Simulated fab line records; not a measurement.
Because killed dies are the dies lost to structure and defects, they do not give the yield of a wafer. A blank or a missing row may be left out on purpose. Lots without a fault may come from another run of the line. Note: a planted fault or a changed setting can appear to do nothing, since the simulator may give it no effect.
A struck lot beside a sound one ; flow sky130 ; 15 steps out of a route of 708
Sound: these wafers, L907.1, L907.3, L907.5. The struck wafers were L905.3, L905.5, L905.6. At the end, the cause is stated.
Each step with rows lists, per side, the tool, then ch with its chambers, then its first start. Under that, the readings that differ: sound wafers ; struck wafers ; difference of the means ; sigmas: that difference in standard deviations of wafers without a fault.
alike: same words and numbers on both sides, and readings whose means sit less than 2 such deviations apart. not compared: any withheld reading, any reading some wafer has no value for, any bound like >300 that may hide the same value, and any number with overlapping values for which the record gives no deviation.
The two part at a step that has a row with sigmas, a row that says differs or no value, or rows on one side only. When numbers do not overlap yet have no deviation, they are printed without sigmas and do not part them. A reading that every wafer of one side lacks parts them only if that side has two wafers or more.

SKY_VT_ADJUST_NCORE_STRIP_10: strips in O2/N2.
  sound on plasma-asher-01 ch 0,1, day 12 10:10; struck on plasma-asher-04 ch 0,1, day 12 00:04
  alike: drypump-motor-current-A, n2-flow-sccm, oes-product-au, strip-time-to-endpoint-s
  not compared: rf-hours-counter-h
SKY_VT_ADJUST_NCORE_TW_MEAS_11:
  struck on film-metro-04, day 12 00:08; sound on film-metro-02, day 12 10:16
  alike: VT_ADJUST_NCORE_TW
then, 3 steps without rows for these wafers: SKY_VT_ADJUST_HVTR_DEHYDRATE_00 (time 60 s); SKY_VT_ADJUST_HVTR_HMDS_01 (prime time 60 s); SKY_VT_ADJUST_HVTR_COAT_02 (resist thk 1140 nm).
SKY_VT_ADJUST_HVTR_SOFTBAKE_03: time 60.99 s.
  sound on litho-track-02 ch 0, day 12 22:31; struck on litho-track-01 ch 0, day 12 12:32
  alike: plate-sensor-t-centre-C, plate-sensor-t-edge-C
then, 3 steps without rows for these wafers: SKY_VT_ADJUST_HVTR_EXPOSE_04 (exposes mask HVTRM, target cd 380 nm); SKY_VT_ADJUST_HVTR_PEB_05; SKY_VT_ADJUST_HVTR_DEVELOP_06 (develop time 60 s).
SKY_VT_ADJUST_HVTR_CD_MEAS_07 targets a cd of 380 nm.
  struck on cd-sem-01, day 13 00:46; sound on cd-sem-02, day 13 11:05
  alike: cd-nm
SKY_VT_ADJUST_HVTR_OVL_MEAS_08:
  struck on overlay-02, day 13 00:52; sound on overlay-02, day 13 11:12
  alike: VT_ADJUST_HVTR_OVL
then, 1 step without rows for these wafers: SKY_VT_ADJUST_HVTR_IMPLANT_09.
SKY_VT_ADJUST_HVTR_STRIP_10: strips in O2/N2.
  sound on plasma-asher-02 ch 0,1, day 13 11:23; struck on plasma-asher-03 ch 0,1, day 13 01:04
reading;sound;struck;difference;sigmas
oes-product-au (a.u.);0.715 0.714 0.721;0.648 0.646 0.647;-0.070;-17
strip-time-to-endpoint-s (s);14.13 14.16 14.21;16.45 16.37 16.48;+2.27;+45
  alike: drypump-motor-current-A, n2-flow-sccm
  not compared: rf-hours-counter-h
SKY_VT_ADJUST_HVTR_TW_MEAS_11:
  struck on film-metro-01, day 13 01:10; sound on film-metro-04, day 13 11:29
  alike: VT_ADJUST_HVTR_TW
-- record jumps: 36 days separate the struck wafers' starts on either side; left off in module VT_ADJUST_HVTR, taken up again in module PAD_OPEN, whose first shown step is the route's number 708 --
SKY_PAD_OPEN_PROBE_99:
  struck on prober-01, day 48 23:50; sound on prober-02, day 49 06:06
  alike: killed_at_M0_to_M3, killed_at_M4_up, killed-at-contacts, killed-at-front-end, killed-at-other, killed-dies, killed-open, killed-short

== WHERE THEY PART ==
At SKY_VT_ADJUST_HVTR_STRIP_10 and nowhere else, as far as this record goes. Later steps at which nothing parts them and some readings are alike: SKY_VT_ADJUST_HVTR_TW_MEAS_11, SKY_PAD_OPEN_PROBE_99.

WHY: what the simulator had put in
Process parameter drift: plasma-asher-03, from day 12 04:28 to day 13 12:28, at SKY_VT_ADJUST_HVTR_STRIP_10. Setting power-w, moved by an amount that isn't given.
